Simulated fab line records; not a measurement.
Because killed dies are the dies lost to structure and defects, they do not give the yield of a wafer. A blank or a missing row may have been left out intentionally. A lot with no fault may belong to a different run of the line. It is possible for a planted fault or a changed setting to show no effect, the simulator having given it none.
The tool behind it: which one? -- flow gf180mcu -- 13 lots, 39 wafers sampled, at 5 steps of a route of 602

== WHAT EACH GAUGE READ, for each wafer ==
GF_LVPWELL_OVL_MEAS_07. Usual: LVPWELL_OVL typically reads 0.1 nm, with standard deviation 1.2.
lot,measured,on,LVPWELL_OVL (nm),flag
L181,day 4 01:43,overlay-02,-1.2 -1.1 0.0,
L182,day 4 09:31,overlay-01,1.6 0.5 1.5,
L183,day 4 12:46,overlay-02,1.0 0.0 0.6,
L184,day 4 18:57,overlay-01,1.7 0.2 1.1,
L187,day 5 13:46,overlay-01,-1.7 -0.8 -0.8,
L188,day 5 16:50,overlay-02,0.9 -0.1 0.5,
L190,day 6 06:58,overlay-02,-1.0 -1.2 -0.1,
L191,day 6 10:21,overlay-02,0.6 1.1 0.5,
L194,day 7 03:01,overlay-01,0.2 0.4 2.0,
L199,day 8 07:56,overlay-02,-0.6 -0.8 -1.8,
L200,day 8 15:23,overlay-01,-1.1 -0.2 0.7,
L202,day 9 00:44,overlay-01,1.6 1.8 2.5,
L203,day 9 12:27,overlay-01,-0.1 0.3 -0.4,

GF_VT_IMPLANT_OVL_MEAS_07. Usual: VT_IMPLANT_OVL typically reads -0.1 nm, with standard deviation 1.7.
lot,measured,on,VT_IMPLANT_OVL (nm),flag
L181,day 5 19:37,overlay-01,-2.7 -0.9 -4.0,
L182,day 6 05:21,overlay-02,-0.5 -2.1 -0.4,
L183,day 6 08:49,overlay-01,-1.9 -2.7 -1.2,
L184,day 6 16:15,overlay-02,2.6 3.1 2.5,
L187,day 7 10:44,overlay-02,0.1 -0.6 -1.1,
L188,day 7 15:53,overlay-02,1.3 0.6 2.2,
L190,day 8 07:40,overlay-01,-1.5 1.0 0.8,
L191,day 8 11:13,overlay-01,0.8 2.2 -0.2,
L194,day 9 05:19,overlay-01,-1.7 -1.4 -1.6,
L199,day 10 12:42,overlay-01,-0.3 0.1 1.1,
L200,day 10 20:05,overlay-02,-2.9 0.8 -1.8,
L202,day 11 06:40,overlay-02,1.9 -0.1 -0.4,
L203,day 11 19:43,overlay-01,1.9 2.2 1.1,

GF_VT_IMPLANT_TW_MEAS_21. Usual: VT_IMPLANT_2_TW typically reads 1222, with standard deviation 12.
lot,measured,on,VT_IMPLANT_2_TW,flag
L181,day 6 10:31,film-metro-01,1238 1233 1231,
L182,day 6 20:52,film-metro-02,1200 1199 1199,
L183,day 7 00:39,film-metro-01,1225 1222 1224,
L184,day 7 08:06,film-metro-01,1222 1230 1227,
L187,day 8 03:15,film-metro-04,1224 1230 1230,
L188,day 8 08:49,film-metro-01,1222 1216 1225,
L190,day 9 01:02,film-metro-02,1504 1494 1505,OFF
L191,day 9 04:42,film-metro-01,1225 1229 1230,
L194,day 9 23:13,film-metro-04,1538 1523 1535,OFF
L199,day 11 07:14,film-metro-02,1202 1211 1212,
L200,day 11 15:07,film-metro-04,1223 1226 1228,
L202,day 12 02:00,film-metro-04,1219 1218 1221,
L203,day 12 14:46,film-metro-02,1219 1215 1227,

== EACH LOT AND THE TOOL THAT RAN IT (in order: tool; ch and the chambers of the sampled wafers; start) ==
lot,GF_STI_ETCH_13,GF_VT_IMPLANT_IMPLANT_19
L181,"rie-diel-01 ch 0,1,3, day 2 06:38","implanter-03 ch 0, day 6 10:17"
L182,"rie-diel-03 ch 0,1, day 2 12:58","implanter-03 ch 0, day 6 20:40"
L183,"rie-diel-03 ch 1,2,3, day 2 17:04","implanter-03 ch 0, day 7 00:25"
L184,"rie-diel-02 ch 0,1, day 2 21:37","implanter-01 ch 0, day 7 07:51"
L187,"rie-diel-02 ch 1,3, day 3 13:28","implanter-03 ch 0, day 8 03:01"
L188,"rie-diel-01 ch 2,3, day 3 18:47","implanter-04 ch 0, day 8 08:34"
L190,"rie-diel-02 ch 2,3, day 4 05:49","implanter-01 ch 0, day 9 00:28"
L191,"rie-diel-01 ch 0,1,3, day 4 10:13","implanter-01 ch 0, day 9 04:27"
L194,"rie-diel-01 ch 0,1,2, day 5 02:33","implanter-03 ch 0, day 9 22:41"
L199,"rie-diel-03 ch 0,2, day 6 03:06","implanter-03 ch 0, day 11 06:59"
L200,"rie-diel-01 ch 0,1,3, day 6 08:46","implanter-03 ch 0, day 11 14:52"
L202,"rie-diel-01 ch 0,2,3, day 6 18:38","implanter-01 ch 0, day 12 01:46"
L203,"rie-diel-01 ch 1,3, day 7 01:18","implanter-04 ch 0, day 12 14:31"
- GF_STI_ETCH_13: etches the open film in CHF3/O2, stops on Si, target depth 282.31 nm, time 112.9 s.
- GF_VT_IMPLANT_IMPLANT_19

== WHAT THE TOOLS THEMSELVES READ (means of the sampled wafers that have a number; where no wafer has one, the mark that the record gives instead) ==
GF_STI_ETCH_13. Usual: drypump-motor-current-A 5.4 A, standard deviation 0.47; oes-product-au 0.832 a.u., standard deviation 0.0051; throttle-valve-pct 8.810 %, standard deviation 0.0099.
lot,tool,drypump-motor-current-A (A),oes-product-au (a.u.),throttle-valve-pct (%),flag
L181,rie-diel-01,5.1,0.833,8.806,
L182,rie-diel-03,6.0,0.830,8.810,
L183,rie-diel-03,5.7,0.829,8.803,
L184,rie-diel-02,6.1,0.827,8.804,
L187,rie-diel-02,5.7,0.830,8.810,
L188,rie-diel-01,5.4,0.832,8.817,
L190,rie-diel-02,6.0,0.838,8.816,
L191,rie-diel-01,5.1,0.834,8.806,
L194,rie-diel-01,5.0,0.838,8.806,
L199,rie-diel-03,5.8,0.827,8.808,
L200,rie-diel-01,5.1,0.834,8.812,
L202,rie-diel-01,5.1,0.829,8.806,
L203,rie-diel-01,5.1,0.829,8.808,

GF_VT_IMPLANT_IMPLANT_19. Usual: end-station-pressure-torr at 5.05e-06 Torr, with a standard deviation of 2.9e-07.
lot,tool,end-station-pressure-torr (Torr),flag
L181,implanter-03,5.15e-06,
L182,implanter-03,5.16e-06,
L183,implanter-03,5.25e-06,
L184,implanter-01,4.85e-06,
L187,implanter-03,5.13e-06,
L188,implanter-04,5.07e-06,
L190,implanter-01,5.05e-06,
L191,implanter-01,4.88e-06,
L194,implanter-03,4.97e-06,
L199,implanter-03,5.24e-06,
L200,implanter-03,5.09e-06,
L202,implanter-01,4.72e-06,
L203,implanter-04,5.17e-06,

== THE ANSWER, worked out from the rows above alone ==
Rule: a lot is off if the mean of its wafers that have a number lies more than 3 standard deviations from the usual mean. A lot without any number at a reading at which 4 lots or more have one is off too. The other lots that the step has rows for count as sound. The gauges are gone through in route order, then the tools' own readings, and for those a lot's mean is taken as printed above. The first step at which some lot is off is used, and at that step the reading that is off furthest; a lot without a number counts as furthest.
Off: L190, L194, seen at GF_VT_IMPLANT_TW_MEAS_21 (VT_IMPLANT_2_TW).
If a tool, at a process step before that reading, ran all the lots that are off and no sound lot after the first of them, it fits. Gauges at GF_VT_IMPLANT_TW_MEAS_21: tried the same way as those tools. No candidate that was tried fits.

== WHAT THE SIMULATOR PUT IN ==
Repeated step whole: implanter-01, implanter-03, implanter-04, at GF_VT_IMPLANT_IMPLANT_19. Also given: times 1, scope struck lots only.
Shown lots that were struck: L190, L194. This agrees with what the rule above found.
